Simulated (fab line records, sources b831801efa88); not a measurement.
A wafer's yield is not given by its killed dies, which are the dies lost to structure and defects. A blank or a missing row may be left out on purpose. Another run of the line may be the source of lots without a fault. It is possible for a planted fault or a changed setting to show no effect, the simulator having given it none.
The tool behind it: which one? | flow sky130 | Sampling: 14 lots, 42 wafers, 6 of 708 route steps

## WHAT THE GAUGES READ, wafer by wafer
SKY_SD_N_TW_MEAS_12.
lot  | measured     | on           | SD_N_TW
L363 | day 27 03:59 | filmMetro-02 | 3999 4010 4010
L364 | day 28 02:54 | filmMetro-03 | 3946 3963 3964
L365 | day 28 04:17 | filmMetro-03 | 3959 3955 3968
L366 | day 28 13:30 | filmMetro-02 | 4048 4018 4017
L367 | day 30 00:44 | filmMetro-02 | 4002 4008 4018
L368 | day 30 07:59 | filmMetro-04 | 3969 3985 3968
L369 | day 30 08:32 | filmMetro-03 | 3972 3975 3984
L370 | day 30 08:51 | filmMetro-02 | 4010 4004 3988
L371 | day 30 14:17 | filmMetro-02 | 4030 4012 3988
L372 | day 30 23:28 | filmMetro-04 | 3978 3985 3960
L376 | day 32 03:45 | filmMetro-02 | 3794 3795 3803
L377 | day 32 09:32 | filmMetro-04 | 3722 3734 3722
L379 | day 33 18:05 | filmMetro-03 | 3755 3758 3784
L378 | day 34 00:35 | filmMetro-04 | 3715 3750 3755

SKY_SD_N_RS_MEAS_16: a four-point-probe measurement.
lot  | measured     | on           | SD_N_RS (ohm/sq)
L363 | day 27 04:17 | filmMetro-03 | 68.86 68.76 68.58
L364 | day 28 03:11 | filmMetro-04 | 68.68 68.80 68.55
L365 | day 28 04:34 | filmMetro-02 | 68.64 68.55 68.66
L366 | day 28 13:48 | filmMetro-02 | 68.56 68.56 68.56
L367 | day 30 01:02 | filmMetro-03 | 68.68 68.66 68.68
L368 | day 30 08:16 | filmMetro-04 | 68.63 68.62 68.84
L369 | day 30 08:49 | filmMetro-03 | 68.67 68.52 68.55
L370 | day 30 09:08 | filmMetro-04 | 68.56 68.66 68.84
L371 | day 30 14:34 | filmMetro-03 | 68.52 68.66 68.53
L372 | day 30 23:46 | filmMetro-03 | 68.66 68.66 68.53
L376 | day 32 04:02 | filmMetro-03 | - - -
L377 | day 32 09:53 | filmMetro-02 | - - -
L379 | day 33 18:23 | filmMetro-04 | - - -
L378 | day 34 00:53 | filmMetro-02 | - - -

SKY_CONTACT_BOW_MEAS_05.
lot  | measured     | on           | CONTACT_BOW (um)
L363 | day 29 17:55 | filmMetro-04 | 77 80 72
L364 | day 30 14:36 | filmMetro-01 | 86 85 86
L365 | day 30 17:52 | filmMetro-01 | 77 86 86
L366 | day 31 02:11 | filmMetro-04 | 92 73 72
L367 | day 32 11:57 | filmMetro-01 | 83 84 80
L368 | day 32 18:21 | filmMetro-01 | 84 77 90
L369 | day 32 19:41 | filmMetro-04 | 85 78 68
L370 | day 32 20:42 | filmMetro-01 | 87 78 78
L371 | day 33 01:12 | filmMetro-03 | 80 82 103
L372 | day 33 10:13 | filmMetro-03 | 80 88 82
L376 | day 34 13:28 | filmMetro-01 | 69 84 73
L377 | day 34 18:47 | filmMetro-04 | 84 80 86
L379 | day 36 03:08 | filmMetro-03 | 89 82 90
L378 | day 36 09:35 | filmMetro-03 | 84 76 89

## WHAT TOOL EACH LOT RAN ON (gives the tool, then ch and the chambers of the sampled wafers, and finally the start)
lot  | SKY_SD_N_IMPLANT_09             | SKY_SD_N_STRIP_11                   | SKY_LI_CONTACT_ETCH_14
L363 | implanter-01 ch 0, day 27 03:35 | plasmaAsher-03 ch 0,1, day 27 03:53 | rieDiel-01 ch 1,2, day 28 10:22
L364 | implanter-03 ch 0, day 28 02:31 | plasmaAsher-03 ch 1, day 28 02:47   | rieDiel-02 ch 0,1, day 29 08:11
L365 | implanter-03 ch 0, day 28 03:53 | plasmaAsher-04 ch 0,1, day 28 04:11 | rieDiel-02 ch 0,3, day 29 10:14
L366 | implanter-03 ch 0, day 28 13:07 | plasmaAsher-03 ch 0,1, day 28 13:23 | rieDiel-02 ch 0,1,3, day 29 19:14
L367 | implanter-01 ch 0, day 30 00:22 | plasmaAsher-01 ch 0,1, day 30 00:38 | rieDiel-02 ch 0,1, day 31 06:16
L368 | implanter-03 ch 0, day 30 07:35 | plasmaAsher-03 ch 0,1, day 30 07:53 | rieDiel-01 ch 0,3, day 31 12:37
L369 | implanter-01 ch 0, day 30 08:08 | plasmaAsher-04 ch 0,1, day 30 08:26 | rieDiel-02 ch 0,2,3, day 31 13:20
L370 | implanter-02 ch 0, day 30 08:28 | plasmaAsher-03 ch 0,1, day 30 08:44 | rieDiel-03 ch 1,2,3, day 31 14:13
L371 | implanter-02 ch 0, day 30 13:53 | plasmaAsher-04 ch 0,1, day 30 14:11 | rieDiel-02 ch 0,1,2, day 31 19:10
L372 | implanter-03 ch 0, day 30 23:05 | plasmaAsher-04 ch 0,1, day 30 23:22 | rieDiel-03 ch 1,2, day 32 04:52
L376 | implanter-03 ch 0, day 32 03:22 | plasmaAsher-03 ch 0,1, day 32 03:38 | rieDiel-02 ch 1,2,3, day 33 08:05
L377 | implanter-03 ch 0, day 32 09:08 | plasmaAsher-03 ch 0,1, day 32 09:26 | rieDiel-01 ch 2,3, day 33 13:29
L379 | implanter-03 ch 0, day 33 17:41 | plasmaAsher-03 ch 0,1, day 33 17:59 | rieDiel-01 ch 0,1, day 34 22:28
L378 | implanter-03 ch 0, day 34 00:13 | plasmaAsher-03 ch 0,1, day 34 00:29 | rieDiel-02 ch 1,2,3, day 35 04:49
- SKY_SD_N_IMPLANT_09
- SKY_SD_N_STRIP_11: strips in O2/N2.
- SKY_LI_CONTACT_ETCH_14: etches BARC in N2/H2, stops on SiO2, time 45.9 s, target depth 60 nm.

## WHAT THE TOOLS THEMSELVES READ (means of the sampled wafers that have a number; where no wafer has one, the mark that the record gives instead)
SKY_SD_N_IMPLANT_09.
lot  | tool         | beamEnergyKeV
L363 | implanter-01 | 50.001
L364 | implanter-03 | 49.998
L365 | implanter-03 | 50.002
L366 | implanter-03 | 50.006
L367 | implanter-01 | 49.992
L368 | implanter-03 | 50.010
L369 | implanter-01 | 49.989
L370 | implanter-02 | 49.998
L371 | implanter-02 | 50.015
L372 | implanter-03 | 49.990
L376 | implanter-03 | 49.987
L377 | implanter-03 | 49.999
L379 | implanter-03 | 49.994
L378 | implanter-03 | 50.001

SKY_SD_N_STRIP_11.
lot  | tool           | drypumpMotorCurrentA (A) | oesProductAu (a.u.) | stripTimeToEndpointS (s)
L363 | plasmaAsher-03 | 5.7                      | 0.523               | 22.54
L364 | plasmaAsher-03 | 5.8                      | 0.530               | 22.57
L365 | plasmaAsher-04 | 6.1                      | 0.531               | 22.61
L366 | plasmaAsher-03 | 5.7                      | 0.523               | 22.55
L367 | plasmaAsher-01 | 5.1                      | 0.524               | 22.56
L368 | plasmaAsher-03 | 5.7                      | 0.530               | 22.52
L369 | plasmaAsher-04 | 6.0                      | 0.529               | 22.55
L370 | plasmaAsher-03 | 5.6                      | 0.529               | 22.53
L371 | plasmaAsher-04 | 6.1                      | 0.531               | 22.59
L372 | plasmaAsher-04 | 6.0                      | 0.528               | 22.54
L376 | plasmaAsher-03 | 5.6                      | 0.519               | 23.28
L377 | plasmaAsher-03 | 5.6                      | 0.514               | 23.33
L379 | plasmaAsher-03 | 5.7                      | 0.512               | 23.33
L378 | plasmaAsher-03 | 5.6                      | 0.517               | 23.32

SKY_LI_CONTACT_ETCH_14.
lot  | tool       | biasW (W) | drypumpMotorCurrentA (A) | oesProductAu (a.u.) | throttleValvePct (%)
L363 | rieDiel-01 | 100.1     | 5.4                      | 0.858               | 13.223
L364 | rieDiel-02 | 99.8      | 5.9                      | 0.861               | 13.215
L365 | rieDiel-02 | 100.0     | 6.1                      | 0.856               | 13.229
L366 | rieDiel-02 | 100.0     | 5.9                      | 0.857               | 13.231
L367 | rieDiel-02 | 100.0     | 5.9                      | 0.856               | 13.226
L368 | rieDiel-01 | 100.3     | 5.6                      | 0.854               | 13.231
L369 | rieDiel-02 | 100.1     | 6.1                      | 0.857               | 13.226
L370 | rieDiel-03 | 99.7      | 6.0                      | 0.851               | 13.246
L371 | rieDiel-02 | 100.3     | 6.1                      | 0.858               | 13.221
L372 | rieDiel-03 | 100.3     | 6.4                      | 0.854               | 13.223
L376 | rieDiel-02 | 100.4     | 5.9                      | 0.853               | 13.218
L377 | rieDiel-01 | 99.7      | 5.7                      | 0.851               | 13.227
L379 | rieDiel-01 | 100.1     | 5.6                      | 0.857               | 13.223
L378 | rieDiel-02 | 99.8      | 5.9                      | 0.854               | 13.222

## THE ANSWER, worked out from the rows above alone
Rule: the usual values come from the lots themselves. Put in order of their means at a reading, lots are off if they are a third of the lots or fewer, leave a main group of 4 or more, and stand apart from it by a gap of 3 or more times the standard deviation of the main group's means; of several such gaps the widest counts. A main group is skipped when, at the precision printed for the reading in the tables above, its means are all equal. Also off: a lot with no number at a reading for which 4 or more lots have one. All remaining lots with rows at the step are treated as sound. The gauges are gone through in route order, then the tools' own readings, and for those a lot's mean is taken as printed above. At the first step where some lot is off, the reading lying furthest off is the one used; lots without a number count as furthest.
Off: at SKY_SD_N_TW_MEAS_12 (SD_N_TW), L376, L377, L379, L378. The main group has a mean of 3990 with a standard deviation of 23.
A tool fits if, at a process step before that reading, it ran every lot that is off, and no sound lot after the first of them. The gauges at SKY_SD_N_TW_MEAS_12 aren't tried: what is off there is off at SKY_SD_N_STRIP_11 too, on other tools, and a gauge's error can't cause that. Can't be told from this: 2 tools fit, implanter-03 at SKY_SD_N_IMPLANT_09, plasmaAsher-03 at SKY_SD_N_STRIP_11.

## WHAT HAD BEEN PUT IN BY THE SIMULATOR
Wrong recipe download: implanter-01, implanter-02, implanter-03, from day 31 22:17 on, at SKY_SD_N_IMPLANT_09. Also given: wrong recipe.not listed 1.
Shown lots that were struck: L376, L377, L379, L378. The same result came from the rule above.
